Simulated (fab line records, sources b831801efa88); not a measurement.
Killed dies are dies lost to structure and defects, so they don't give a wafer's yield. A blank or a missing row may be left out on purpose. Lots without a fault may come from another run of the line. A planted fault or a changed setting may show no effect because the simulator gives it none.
fab line records | flow sky130
record lots=7 wafers=21 last_day=50
route steps=708 shown VIA3@581 PAD_OPEN@708
lots that met no fault: from a run of the same line without faults
start_h: hours from the record's first day to the start of the lot's first wafer shown | wait_h: hours since the lot's step before | " the same as in the row above | L1.1+2: a row that stands for several wafers | - no value, or no start given | * or withheld: withheld | < > ~ a bound
route shown NAME@n: a module of which the file shows steps, and the number in the route of the first | usual: mean/standard deviation of fault-free wafers | same: alike in all rows | chamber/n: place in a boat | sites: the reading at each site | _std_site: their standard deviation | _edge_site: outer sites' mean less inner sites' | radius_mm: how far each site lies from the wafer's centre | mask NAME#n: copy n | behind: the tool/chamber that last shaped the wafer | hold: why the lot was held/for how many hours/how that ended | device: the transistor (n, p or np) that didn't switch | end of line: the same wafers' tests at the end of the route | a step without rows: its recipe alone | killed: dies lost to structure and defects at the first sort, not the wafer's yield | map: a wafer's dies, x killed, . not, _ none there
set.NAME: the setting as run; set.NAME@STEP: as run at that earlier step | model.NAME: the simulator's own value behind a step, which no gauge read
lots at some steps of the route; a table a step, a row a wafer
services: from which hour (start_h, from the record's first day; less than 0 if before it) a tool's chamber was out of use, for how many hours, and why
## steps
# step SKY_VIA3_SOFTBAKE_08
# recipe temp_c=100 time_s=90 resist=KrF-thick
# step SKY_VIA3_EXPOSE_09
# recipe mask_id=VIM3 na=0.8 source_shape=annular sigma_inner=0.55 sigma_outer=0.85 target_cd_nm=200 dose_mj=38
# step SKY_VIA3_PEB_10
# recipe peb_temp_c=withheld peb_time_s=withheld resist=KrF-thick
# step SKY_VIA3_DEVELOP_11
# recipe develop_time_s=60 resist=KrF-thick dev_temp_c=21
# step SKY_VIA3_CD_MEAS_12
# recipe target_cd_nm=200
# usual cd_nm=200.2/1.5
# columns lot.wafer tool chamber start_h wait_h cd_nm
L678.3 cd_sem-01 - 938.28 - 203.8
L678.4 " - " " 202.9
L678.6 " - " " 202.6
L681.1 cd_sem-02 - 958.18 - 200.1
L681.5 " - " " 199.8
L681.6 " - " " 199.8
L686.1 cd_sem-01 - 1004.73 - 201.3
L686.3 " - " " 201.5
L686.4 " - " " 201.1
L687.1 cd_sem-02 - 1007.79 - 200.6
L687.2 " - " " 200.1
L687.6 " - " " 200.2
L688.1 cd_sem-02 - 1020.48 - 197.1
L688.3 " - " " 198.0
L688.5 " - " " 198.3
L697.1 cd_sem-01 - 1080.89 - 202.0
L697.4 " - " " 201.5
L697.6 " - " " 200.7
L699.3 cd_sem-01 - 1090.97 - 200.2
L699.4 " - " " 200.3
L699.6 " - " " 199.1
# step SKY_VIA3_OVL_MEAS_13
# usual VIA3_OVL=-2/5.7
# columns lot.wafer tool chamber start_h wait_h VIA3_OVL[nm]
L678.3 overlay-01 - 938.37 0.1 7
L678.4 " - " " 9
L678.6 " - " " 5
L681.1 overlay-01 - 958.30 0.1 -7
L681.5 " - " " -2
L681.6 " - " " 1
L686.1 overlay-02 - 1004.85 0.1 -5
L686.3 " - " " 1
L686.4 " - " " -1
L687.1 overlay-01 - 1007.91 0.1 2
L687.2 " - " " -2
L687.6 " - " " 10
L688.1 overlay-01 - 1020.60 0.1 5
L688.3 " - " " 5
L688.5 " - " " 1
L697.1 overlay-01 - 1081.01 0.1 0
L697.4 " - " " -11
L697.6 " - " " -5
L699.3 overlay-02 - 1091.06 0.1 -10
L699.4 " - " " -6
L699.6 " - " " -3
# step SKY_VIA3_ETCH_14
# recipe chemistry=N2/H2 target=BARC ion_energy_ev=200 source_w=500 bias_w=100 pressure_mtorr=30 n2_flow_sccm=100 h2_flow_sccm=200 stop_on=SiO2 time_s=45.9 target_depth_a=600
# usual drypump_motor_current_A=5.9/0.45 oes_product_au=0.854/0.0048 throttle_valve_pct=13.225/0.0081
# columns lot.wafer tool chamber start_h wait_h drypump_motor_current_A oes_product_au rf_hours_counter_h throttle_valve_pct
L678.3 rie_diel-03 3 938.40 0.0 5.9 0.848 17 13.215
L678.4 " 2 " " 5.6 0.861 26 13.230
L678.6 " 3 " " 5.9 0.855 - 13.225
L681.1 rie_diel-02 2 958.34 0.0 5.9 0.855 18 13.215
L681.5 " 2 " " 5.9 0.853 - 13.233
L681.6 " 1 " " 6.1 0.858 - 13.226
L686.1 rie_diel-03 2 1004.89 0.0 5.6 0.854 28 13.223
L686.3 " 1 " " 5.4 0.855 29 13.228
L686.4 " 3 " " 5.9 0.852 19 13.218
L687.1 rie_diel-03 1 1007.95 0.0 5.4 0.853 29 13.232
L687.2 " 3 " " 5.9 0.853 19 13.225
L687.6 " 2 " " 5.6 0.846 - 13.219
L688.1 rie_diel-02 3 1020.64 0.0 6.3 0.852 15 13.230
L688.3 " 0 " " 6.3 0.852 11 13.213
L688.5 " 2 " " 6.0 0.849 - 13.223
L697.1 rie_diel-03 0 1081.05 0.0 5.1 0.868 24 13.222
L697.4 " 1 " " 5.4 0.846 - 13.223
L697.6 " 3 " " 5.9 0.861 - 13.232
L699.3 rie_diel-01 2 1091.09 0.0 5.8 0.854 23 13.223
L699.4 " 1 " " 6.5 0.860 24 13.225
L699.6 " 2 " " 5.8 0.849 - 13.228
# step SKY_VIA3_ETCH_15
# recipe target=SiO2 chemistry=C4F8/O2/Ar target_depth_nm=507 stop_on=TiN mask_material=KrF-thick source_w=1500 bias_w=1200 pressure_mtorr=40 c4f8_flow_sccm=withheld O2_flow_sccm=6 Ar_flow_sccm=300 time_s=78
# usual oes_product_au=0.947/0.0048
# columns lot.wafer tool chamber start_h wait_h oes_product_au rf_hours_counter_h
L678.3 rie_diel-03 3 938.44 0.0 0.941 17
L678.4 " 2 " " 0.939 26
L678.6 " 3 " " 0.945 -
L681.1 rie_diel-02 2 958.38 0.0 0.949 18
L681.5 " 2 " " 0.946 -
L681.6 " 1 " " 0.950 -
L686.1 rie_diel-03 2 1004.93 0.0 0.952 28
L686.3 " 1 " " 0.951 29
L686.4 " 3 " " 0.942 19
L687.1 rie_diel-03 1 1007.99 0.0 0.940 29
L687.2 " 3 " " 0.948 19
L687.6 " 2 " " 0.942 -
L688.1 rie_diel-02 3 1020.68 0.0 0.950 15
L688.3 " 0 " " 0.946 11
L688.5 " 2 " " 0.951 -
L697.1 rie_diel-03 0 1081.09 0.0 0.949 24
L697.4 " 1 " " 0.943 -
L697.6 " 3 " " 0.947 -
L699.3 rie_diel-01 2 1091.13 0.0 0.949 23
L699.4 " 1 " " 0.952 24
L699.6 " 2 " " 0.942 -
# step SKY_VIA3_STRIP_16
# recipe chemistry=O2/N2 power_w=1400 pressure_mtorr=1500 platen_temp_c=withheld o2_flow_sccm=3000 n2_flow_sccm=300 overash_fraction=0.5
# usual drypump_motor_current_A=5.6/0.44 oes_product_au=0.402/0.0045 strip_time_to_endpoint_s=4.117/0.026
# columns lot.wafer tool chamber start_h wait_h drypump_motor_current_A oes_product_au rf_hours_counter_h strip_time_to_endpoint_s
L678.3 plasma_asher-03 0 938.53 0.1 6.1 0.399 - 4.071
L678.4 " 1 " " 5.7 0.400 - 4.099
L678.6 " 1 " " 5.7 0.403 - 4.070
L681.1 plasma_asher-04 1 958.44 0.0 5.0 0.394 51 4.115
L681.5 " 0 " " 5.9 0.396 - 4.125
L681.6 " 1 " " 5.0 0.404 - 4.113
L686.1 plasma_asher-01 1 1004.99 0.0 5.1 0.403 122 4.105
L686.3 " 1 " " 5.1 0.409 - 4.119
L686.4 " 0 " " 5.9 0.402 - 4.067
L687.1 plasma_asher-03 1 1008.05 0.0 5.7 0.403 26 4.118
L687.2 " 0 " " 6.2 0.403 26 4.066
L687.6 " 0 " " 6.2 0.403 - 4.126
L688.1 plasma_asher-01 0 1020.74 0.0 5.9 0.398 124 4.121
L688.3 " 1 " " 5.1 0.403 - 4.096
L688.5 " 0 " " 5.9 0.408 - 4.151
L697.1 plasma_asher-04 1 1081.15 0.0 5.0 0.399 64 4.187
L697.4 " 0 " " 5.9 0.399 - 4.148
L697.6 " 0 " " 5.9 0.404 - 4.153
L699.3 plasma_asher-01 1 1091.22 0.1 5.1 0.401 - 4.121
L699.4 " 0 " " 5.9 0.398 - 4.103
L699.6 " 0 " " 5.9 0.400 - 4.130
# step SKY_VIA3_STRIP_17
# recipe chemistry=post_etch_residue_remover time_s=1200 temp_c=72.5
# step SKY_VIA3_CLEAN_18
# recipe chemistry=IPA time_s=180 temp_c=25
# step SKY_VIA3_CLEAN_19
# recipe chemistry=O3/DIW dry=n2_spin
# step SKY_VIA3_SPUTTER_20
# recipe material=TiN target_thk_nm=20 chamber_pressure_pa=5 power_w=4000 time_s=80
# usual cathode_dc_power_W=4000.1/0.72 throttle_valve_pct=29.7/0.96
# columns lot.wafer tool chamber start_h wait_h cathode_dc_power_W throttle_valve_pct model.TiN_of_VIA3_SPUTTER_20.thk_nm
L678.3 pvd_sputter-01 - 939.13 0.0 4001.6 30.8 19.83
L678.4 " - " " 4001.1 29.5 19.71
L678.6 " - " " 4000.9 31.3 19.55
L681.1 pvd_sputter-04 - 959.03 0.0 4000.5 30.3 20.3
L681.5 " - " " 3999.4 30.7 20.05
L681.6 " - " " 4001.2 28.1 19.85
L686.1 pvd_sputter-04 - 1005.61 0.0 3589.9 30.7 18.25
L686.3 " - " " 3591.2 28.9 18.07
L686.4 " - " " 3588.8 31.1 18.22
L687.1 pvd_sputter-04 - 1008.64 0.0 3590.3 28.4 17.35
L687.2 " - " " 3589.9 28.6 17.52
L687.6 " - " " 3590.7 30.4 17.9
L688.1 pvd_sputter-04 - 1021.34 0.0 3589.2 28.3 17.59
L688.3 " - " " 3590.1 28.8 17.9
L688.5 " - " " 3589.4 30.3 17.9
L697.1 pvd_sputter-03 - 1081.74 0.0 3999.9 30.3 19.78
L697.4 " - " " 3999.4 28.6 19.99
L697.6 " - " " 4000.0 28.6 19.99
L699.3 pvd_sputter-03 - 1091.79 0.0 4000.1 29.0 20.07
L699.4 " - " " 4000.5 30.4 20.12
L699.6 " - " " 3999.6 30.2 19.79
# step SKY_VIA3_CVD_21
# recipe material=W target_thk_nm=390 time_s=117.31 temp_c=400 pressure_torr=40
# usual heater_power_w=886/110
# columns lot.wafer tool chamber start_h wait_h heater_power_w
L678.3 cvd_w-01 1 939.27 0.1 1020
L678.4 " 1 " " 993
L678.6 " 1 " " 991
L681.1 cvd_w-02 0 959.09 0.0 882
L681.5 " 1 " " 889
L681.6 " 0 " " 874
L686.1 cvd_w-01 0 1005.67 0.0 750
L686.3 " 0 " " 711
L686.4 " 1 " " 1019
L687.1 cvd_w-01 1 1008.70 0.0 980
L687.2 " 0 " " 719
L687.6 " 0 " " 715
L688.1 cvd_w-01 0 1021.40 0.0 715
L688.3 " 1 " " 1003
L688.5 " 0 " " 708
L697.1 cvd_w-02 0 1081.80 0.0 859
L697.4 " 0 " " 892
L697.6 " 0 " " 865
L699.3 cvd_w-02 0 1091.89 0.1 857
L699.4 " 1 " " 919
L699.6 " 0 " " 893
# step SKY_PAD_OPEN_PROBE_99
# usual defect_limited_yield=82.3/1.9 killed_at_M0_to_M3=44/7.6 killed_at_M4_up=3.2/1.7 killed_at_contacts=24/5.7 killed_at_front_end=16/3.9 killed_at_other=0.2/0.45 killed_dies=87/9.5 killed_open=47/6.9 killed_short=40/5.8 sort_bin_3_pad_short=0.9/0.4 sort_bin_5_function=10.4/1.4 sort_bin_6_memory=6.4/1.1 sort_n_pass=405/9.5 sort_yield_pct=82.3/1.9
# same gross_dies=492 killed_at_back_side=0 sort_bin_4_leakage[%]=0 sort_bin_8_speed[%]=0
# columns lot.wafer tool chamber start_h wait_h defect_limited_yield[%] killed_at_M0_to_M3 killed_at_M4_up killed_at_contacts killed_at_front_end killed_at_other killed_dies killed_open killed_short sort_bin_3_pad_short[%] sort_bin_5_function[%] sort_bin_6_memory[%] sort_n_pass sort_yield_pct[%]
L681.1 prober-02 - 1099.53 0.1 82.5 35 1 31 19 0 86 42 44 1.4 10.4 5.7 406 82.5
L681.5 prober-02 - 1099.73 0.2 83.1 34 4 24 20 1 83 45 38 0.6 9.3 6.9 409 83.1
L681.6 prober-02 - 1099.78 0.2 83.5 36 2 23 20 0 81 43 38 0.8 10.2 5.5 411 83.5
L688.1 prober-01 - 1146.18 0.1 83.9 49 5 17 8 0 79 43 36 1.4 8.5 6.1 413 83.9
L688.3 prober-01 - 1146.28 0.2 83.5 39 3 31 8 0 81 45 36 0.8 9.3 6.3 411 83.5
L688.5 prober-01 - 1146.38 0.2 83.9 40 3 19 16 1 79 38 41 1.0 9.6 5.5 413 83.9
L697.1 prober-02 - 1196.04 0.1 81.7 39 3 31 17 0 90 49 41 0.4 12.2 5.7 402 81.7
L697.4 prober-02 - 1196.19 0.2 83.9 43 5 16 14 1 79 42 37 1.0 9.1 5.9 413 83.9
L697.6 prober-02 - 1196.29 0.2 86.2 28 3 28 9 0 68 41 27 1.2 8.3 4.3 424 86.2
# killed by level:class
L681.1 CONTACT:geometric_particle:open=12 LI_CONTACT:geometric_particle:open=11 METAL1:geometric_particle:short=8 POLY_GATE:geometric_particle:short=7 CONTACT:geometric_particle:short=5 VIA1:geometric_particle:open=5 VIA1:geometric_particle:short=5 METAL2:geometric_particle:short=5
L681.5 CONTACT:geometric_particle:open=8 VIA3:geometric_particle:open=8 VIA2:geometric_particle:open=7 VIA1:geometric_particle:open=6 FIELD_ISO:geometric_particle:short=5 POLY_GATE:geometric_particle:open=5 LI_CONTACT:geometric_particle:open=5 CONTACT:geometric_particle:short=5
L681.6 VIA2:geometric_particle:open=9 POLY_GATE:geometric_particle:short=8 CONTACT:geometric_particle:short=7 POLY_GATE:geometric_particle:open=6 LI_CONTACT:geometric_particle:open=6 CONTACT:geometric_particle:open=6 VIA1:geometric_particle:short=6 VIA1:geometric_particle:open=6
L688.1 VIA1:geometric_particle:open=11 CONTACT:geometric_particle:open=9 VIA2:geometric_particle:short=9 VIA2:geometric_particle:open=6 METAL1:geometric_particle:short=5 METAL4:geometric_particle:short=5 METAL3:geometric_particle:short=4 LI_CONTACT:geometric_particle:open=3
L688.3 CONTACT:geometric_particle:open=12 VIA3:geometric_particle:open=9 CONTACT:geometric_particle:short=7 VIA1:geometric_particle:open=7 LI_CONTACT:geometric_particle:open=6 METAL2:geometric_particle:short=6 VIA2:geometric_particle:short=4 FIELD_ISO:geometric_particle:open=3
L688.5 VIA3:geometric_particle:open=9 LI_CONTACT:geometric_particle:open=6 VIA1:geometric_particle:open=6 POLY_GATE:geometric_particle:short=5 CONTACT:geometric_particle:open=4 CONTACT:geometric_particle:short=4 METAL2:geometric_particle:short=4 VIA2:geometric_particle:short=4
L697.1 CONTACT:geometric_particle:open=15 METAL1:geometric_particle:short=9 FIELD_ISO:geometric_particle:open=8 LI_CONTACT:geometric_particle:open=8 VIA1:geometric_particle:open=8 METAL2:geometric_particle:short=6 CONTACT:geometric_particle:short=4 VIA1:geometric_particle:short=4
L697.4 VIA1:geometric_particle:open=15 CONTACT:geometric_particle:open=10 METAL1:geometric_particle:short=7 VIA2:geometric_particle:short=5 FIELD_ISO:geometric_particle:open=4 VIA3:geometric_particle:short=4 FIELD_ISO:geometric_particle:short=3 SPACER:geometric_particle:open=3
L697.6 CONTACT:geometric_particle:open=9 LI_CONTACT:geometric_particle:open=8 VIA1:geometric_particle:open=6 METAL1:geometric_particle:short=5 CONTACT:geometric_particle:short=4 VIA2:geometric_particle:open=4 FIELD_ISO:geometric_particle:short=3 POLY_GATE:geometric_particle:open=3
## services
# columns tool chamber start_h hours kind
cvd_w-01 0 918.00 - clean
rie_diel-02 - 929.36 4.3 pm
rie_diel-03 - 932.45 0.3 repair
cvd_w-01 0 935.34 7.3 repair
plasma_asher-01 - 944.10 0.9 repair
cvd_w-02 0 944.83 13.3 repair
plasma_asher-04 - 953.69 1.6 repair
pvd_sputter-04 - 971.67 4.9 repair
pvd_sputter-01 - 979.70 3.2 repair
pvd_sputter-03 - 989.26 21.2 repair
rie_diel-02 0 1001.29 13.4 repair
cvd_w-02 - 1005.80 0.2 repair
cvd_w-02 - 1032.58 0.8 repair
rie_diel-01 2 1040.95 13.4 repair
plasma_asher-01 - 1055.25 9.0 pm
rie_diel-03 1 1058.74 - clean
rie_diel-03 1 1058.74 12.4 scheduled_down
rie_diel-03 1 1058.74 12.4 vent_cycle
cvd_w-02 0 1061.54 1.4 repair
rie_diel-03 2 1072.83 - clean
rie_diel-03 2 1072.83 19.3 scheduled_down
rie_diel-03 2 1072.83 19.3 vent_cycle
rie_diel-02 0 1084.69 6.1 repair
rie_diel-02 1 1087.51 3.0 repair
## key
first_sign step=SKY_VIA3_SPUTTER_20 reading=cathode_dc_power_W direction=down sigmas=99+ usual=4000.1 struck=3589.9
effect none on later readings
model_effect step=SKY_VIA3_SPUTTER_20 value=TiN_of_VIA3_SPUTTER_20.thk_nm without=19.9 struck=17.85
met_at SKY_VIA3_SPUTTER_20
struck_wafers L686.1,L686.3,L686.4,L687.1,L687.2,L687.6,L688.1,L688.3,L688.5
onset_between 959.03 1005.61
fault kind=process_parameter_drift tool=pvd_sputter-04 chamber=- onset_h=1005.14 steps=SKY_VIA3_SPUTTER_20 channel=power_w offset=* shape=step end_h=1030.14 acts_in=* stated=*
